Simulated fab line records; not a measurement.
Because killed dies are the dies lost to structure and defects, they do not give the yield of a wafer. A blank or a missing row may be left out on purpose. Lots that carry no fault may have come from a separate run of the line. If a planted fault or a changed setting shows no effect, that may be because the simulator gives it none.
Split-lot trial || flow sfqLine || 10 wafers read from 4 lots, route of 325 steps

== THE SPLIT ITSELF ==
At SFQ_TRILAYER_I6_VIA_LITHO_COAT_174 (resist thk 62 nm), the setting spinRpm was moved away from the recipe's 3000 rpm on 2 of the 10 wafers read, by -3.1% to +2.4%. For the rest of the wafers, this setting stayed at what the recipe calls for.

There is no step in the file separating the split from the reading.

== THE READING ==
etch.depthNm (the simulator's own value, which no gauge read), in nm, at SFQ_TRILAYER_I6_VIA_BARC_OPEN_VIA_ETCH_235 (etches BARC in O2, target depth 125 nm, time 41.7 s). There is no usual value for it anywhere in the file. Across the 8 wafers here that went through the recipe, the average is 62.07 nm and the standard deviation 0.11 nm.

{"wafer": "L078.4", "tool, chamber at the split": "lithoTrack-02, 0", "spinRpm as run, rpm": 3000, "against the recipe": "recipe", "etch.depthNm, nm": 62.09, "against lot-mates on the recipe": "-"}
{"wafer": "L078.5", "tool, chamber at the split": "lithoTrack-02, 0", "spinRpm as run, rpm": 3000, "against the recipe": "recipe", "etch.depthNm, nm": 62.1, "against lot-mates on the recipe": "-"}
{"wafer": "L078.6", "tool, chamber at the split": "lithoTrack-02, 0", "spinRpm as run, rpm": 3000, "against the recipe": "recipe", "etch.depthNm, nm": 62.03, "against lot-mates on the recipe": "-"}
{"wafer": "L079.3", "tool, chamber at the split": "lithoTrack-02, 0", "spinRpm as run, rpm": 3000, "against the recipe": "recipe", "etch.depthNm, nm": 62.22, "against lot-mates on the recipe": "-"}
{"wafer": "L079.4", "tool, chamber at the split": "lithoTrack-02, 0", "spinRpm as run, rpm": 3071, "against the recipe": "+2.4%", "etch.depthNm, nm": 61.27, "against lot-mates on the recipe": -0.81}
{"wafer": "L079.6", "tool, chamber at the split": "lithoTrack-02, 0", "spinRpm as run, rpm": 3000, "against the recipe": "recipe", "etch.depthNm, nm": 61.95, "against lot-mates on the recipe": "-"}
{"wafer": "L080.2", "tool, chamber at the split": "lithoTrack-03, 0", "spinRpm as run, rpm": 2906, "against the recipe": "-3.1%", "etch.depthNm, nm": 63.05, "against lot-mates on the recipe": "+0.92"}
{"wafer": "L080.4", "tool, chamber at the split": "lithoTrack-03, 0", "spinRpm as run, rpm": 3000, "against the recipe": "recipe", "etch.depthNm, nm": 61.99, "against lot-mates on the recipe": "-"}
{"wafer": "L080.6", "tool, chamber at the split": "lithoTrack-03, 0", "spinRpm as run, rpm": 3000, "against the recipe": "recipe", "etch.depthNm, nm": 62.26, "against lot-mates on the recipe": "-"}
{"wafer": "L084.2", "tool, chamber at the split": "lithoTrack-03, 0", "spinRpm as run, rpm": 3000, "against the recipe": "recipe", "etch.depthNm, nm": 61.94, "against lot-mates on the recipe": "-"}

THE FIT
A straight line over all 10 wafers: etch.depthNm changes by -0.322 nm for each +1% of spinRpm; r = -0.97; the points scatter about the line by 0.11 nm.
The same after taking each lot's own level away (the mean of its wafers on the recipe; 10 wafers): -0.314 nm for each +1%; r = -0.97; scatter 0.1 nm.
Per that fit: largest spinRpm move, reading shift of 0.98 nm.
Across the lots, their own levels run from 61.940 to 62.125 nm, a range of 1.7 times the standard deviation given above.
Consequently the slope shifts little with the lot-to-lot level, the two slopes agreeing.
Check: +1.08 nm against its lot-mates is what the line predicts for one of the wafers moved furthest among these (-3.1%) when that wafer is left out of the fit. Against them it came out at +0.925 nm.

== ADDITIONAL SPLITS CARRIED BY THESE WAFERS ==
Before the reading, these wafers also passed through other splits. Each is held against what the fit with the lots' levels taken away leaves over:
{"other split on the same wafers": "SFQ_TRILAYER_M6_BARC_OPEN_METAL_ETCH_206 icpW", "wafers away from the commonest value": 2, "r with etch.depthNm (lot level and that fit taken away)": "+0.17"}

== THE WHOLE CHAIN: every reading that the file lists as answering this split, in the file's order ==
{"step": "SFQ_TRILAYER_I6_VIA_LITHO_COAT_174", "what it does": "resist thk 62 nm", "reading": "BARC_of_TRILAYER_I6_VIA_LITHO_COAT_174.thkNm (the simulator's own value, which no gauge read)", "change (the file's fit)": "-0.313 nm for each +1% of the setting", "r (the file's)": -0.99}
{"step": "SFQ_TRILAYER_I6_VIA_BARC_OPEN_VIA_ETCH_235", "what it does": "etches BARC in O2, target depth 125 nm, time 41.7 s", "reading": "etch.depthNm (the simulator's own value, which no gauge read)", "change (the file's fit)": "-0.313 nm for each +1% of the setting", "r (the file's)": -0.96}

== THE FILE'S OWN FIT ==
etch.depthNm changes by -0.313 nm for each +1% of spinRpm, r = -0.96.
